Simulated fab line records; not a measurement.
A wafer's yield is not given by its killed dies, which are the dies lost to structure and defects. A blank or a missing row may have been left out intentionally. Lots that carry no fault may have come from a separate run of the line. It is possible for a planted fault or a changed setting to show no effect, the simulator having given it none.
Comparing a struck lot with a sound one :: flow gf180mcu :: 16 out of 602 route steps
Sound: wafers L160.1, L160.2, L160.3. Wafers L154.1, L154.4, L154.6 were the ones struck. At the end, the cause is stated.
Each step with rows lists, per side, the tool, then ch with its chambers, then its first start. Under that, the readings that differ: sound wafers :: struck wafers :: difference of the means :: sigmas: that difference in standard deviations of wafers without a fault.
alike: words and numbers the same on both sides, and readings whose means are apart by under 2 such deviations; not compared: readings that were withheld, readings missing a value for some wafer, numbers with overlapping values and no deviation given by the record, and bounds like >300 which may hide the same value.
A row with sigmas, a row that says differs or no value, or rows on one side alone: a step with any of these is where the two part. Non-overlapping numbers with no deviation appear without sigmas and do not part them. Lack of a reading on every wafer of one side parts them only where that side has two or more wafers.

first, 1 step without rows for these wafers: GF_HV_LDD_IMPLANT_36.
GF_HV_LDD_STRIP_37: strips in O2/N2.
  sound on plasma_asher-02 ch 0,1, day 17 04:01; struck on plasma_asher-04 ch 0,1, day 15 07:01
  alike: drypump_motor_current_A, heater_power_w, oes_product_au, strip_time_to_endpoint_s
  not compared: rf_hours_counter_h
GF_HV_LDD_TW_MEAS_38:
  sound on film_metro-01 at day 17 04:07; struck on film_metro-02 at day 15 07:07
  alike: HV_LDD_3_TW
then, 7 steps without rows for these wafers: GF_HV_LDD_DEHYDRATE_39 (time 60 s); GF_HV_LDD_HMDS_40 (prime time 60 s); GF_HV_LDD_COAT_41 (resist thk 1000 nm); GF_HV_LDD_SOFTBAKE_42 (time 60 s); GF_HV_LDD_EXPOSE_43 (exposes mask Pplus HV AREA, target cd 400 nm); GF_HV_LDD_PEB_44; GF_HV_LDD_DEVELOP_45 (develop time 60 s).
GF_HV_LDD_CD_MEAS_46: the cd target is 400 nm.
  sound on cd_sem-01 at day 18 02:22; struck on cd_sem-02 at day 16 03:27
  alike: cd_nm
GF_HV_LDD_OVL_MEAS_47:
  sound on overlay-01 at day 18 02:29; struck on overlay-02 at day 16 03:34
  alike: HV_LDD_03_OVL
GF_HV_LDD_IMPLANT_48:
  sound on implanter-04 ch 0, day 18 02:31; struck on implanter-03, day 16 03:37
  no value came back on the struck wafers for beam_energy_keV, beam_on_s (s); on the sound wafers beam_energy_keV reads 25.005 25.015 25.010
GF_HV_LDD_STRIP_49: strips in O2/N2.
  sound on plasma_asher-04 ch 0,1, day 18 02:40; struck on plasma_asher-03 ch 0,1, day 16 03:46
  alike: drypump_motor_current_A, heater_power_w, oes_product_au, strip_time_to_endpoint_s
  not compared: rf_hours_counter_h
GF_HV_LDD_TW_MEAS_50:
  sound on film_metro-02 at day 18 02:46; struck on film_metro-01 at day 16 03:52
reading: HV_LDD_4_TW
sound: 576 575 573
struck: 29 29 29
difference: -546
sigmas: -99 or more
then, 1 step without rows for these wafers: GF_HV_LDD_CLEAN_51 (cleans in SC1/SC2, time 150 s).

## WHERE THEY PART
Earliest at GF_HV_LDD_IMPLANT_48; latest, in this record, at GF_HV_LDD_TW_MEAS_50.

WHY: what had been put in by the simulator
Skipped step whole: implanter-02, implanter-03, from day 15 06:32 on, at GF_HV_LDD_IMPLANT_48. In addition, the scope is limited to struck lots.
